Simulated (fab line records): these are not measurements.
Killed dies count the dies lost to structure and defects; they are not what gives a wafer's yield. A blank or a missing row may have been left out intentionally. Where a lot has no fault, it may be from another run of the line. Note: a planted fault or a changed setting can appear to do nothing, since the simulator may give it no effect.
Chamber matching    flow sky130    4 sister chambers for SKY_CONTACT_CMP_04 on cmp-01
The step polishes SiO2. 4 wafers are shown with their chamber, then 7 later ones without.

## WAFERS, EACH WITH ITS CHAMBER
wafer   chamber  motor-current-A (A)
L627.5  2        11.9
L628.5  3        12.5
L629.1  1        12.0
L629.2  0        14.9

## WAFERS MISSING THEIR CHAMBER
wafer   motor-current-A (A)
L629.5  10.4
L630.2  10.5
L630.4  12.3
L630.6  15.1
L638.1  11.4
L638.5  12.4
L638.6  11.6

## EACH ONE'S CHAMBER
wafer   from the rows above           in truth
L629.5  can't be placed: 2 or 1 or 3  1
L630.2  can't be placed: 2 or 1 or 3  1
L630.4  can't be placed: 3 or 1 or 2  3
L630.6  0                             0
L638.1  can't be placed: 2 or 1 or 3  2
L638.5  can't be placed: 3 or 1 or 2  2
L638.6  can't be placed: 2 or 1 or 3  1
1 of 7 placed correctly. These rows do not allow placing 6 (true chamber among the candidates in 6). Wrongly placed: 0.
How it was worked out, from the rows above alone: a wafer's distance from a chamber is the root of the sum, over the readings, of the square of ((its reading less the chamber's mean) divided by the reading's scatter). If the next closest chamber is less than 2 further off than the closest, the wafer can't be placed; otherwise it belongs to the closest. For every chamber, the mean is computed from those of its wafers that are shown. The scatter (one wafer shown for each chamber): square how far every hidden wafer sits from the nearest shown wafer, average those squares and take the square root.
